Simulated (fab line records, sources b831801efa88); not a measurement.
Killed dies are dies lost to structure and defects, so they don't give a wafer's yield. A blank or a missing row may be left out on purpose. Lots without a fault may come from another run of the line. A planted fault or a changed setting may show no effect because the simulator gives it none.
Chamber matching | flow gf180mcu | GF_V4_CVD_02 on pecvd-03: 3 sister chambers
The step deposits SiO2 from TEOS, target thk 850 nm, time 94.851 s. 3 wafers are shown with their chamber, then 7 later ones without.

WAFERS WITH THEIR CHAMBER
wafer  | chamber | heater_power_w (W)
L088.6 | 0       | 510
L093.1 | 1       | 735
L093.2 | 2       | 674

WAFERS WITHOUT THEIR CHAMBER
wafer  | heater_power_w (W)
L093.5 | 423
L094.2 | 665
L094.3 | 703
L094.6 | 739
L097.2 | 695
L097.5 | 541
L097.6 | 678

WHICH CHAMBER EACH WENT THROUGH
wafer  | from the rows above     | in truth
L093.5 | 0                       | 0
L094.2 | can't be placed: 2 or 1 | 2
L094.3 | can't be placed: 2 or 1 | 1
L094.6 | can't be placed: 1 or 2 | 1
L097.2 | can't be placed: 2 or 1 | 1
L097.5 | 0                       | 0
L097.6 | can't be placed: 2 or 1 | 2
Placed correctly: 2 of 7. Can't be placed from these rows: 5 (the true chamber is among the candidates in 5). Placed wrongly: 0.
How it was worked out, from the rows above alone: a wafer's distance from a chamber is the root of the sum, over the readings, of the square of ((its reading less the chamber's mean) divided by the reading's scatter). The wafer belongs to the nearest chamber; if the next one is less than 2 further off, it can't be placed. A chamber's mean is the mean of its shown wafers. The scatter: with one shown wafer a chamber, the root of the mean of the squares of how far each hidden wafer lies from its nearest shown one.
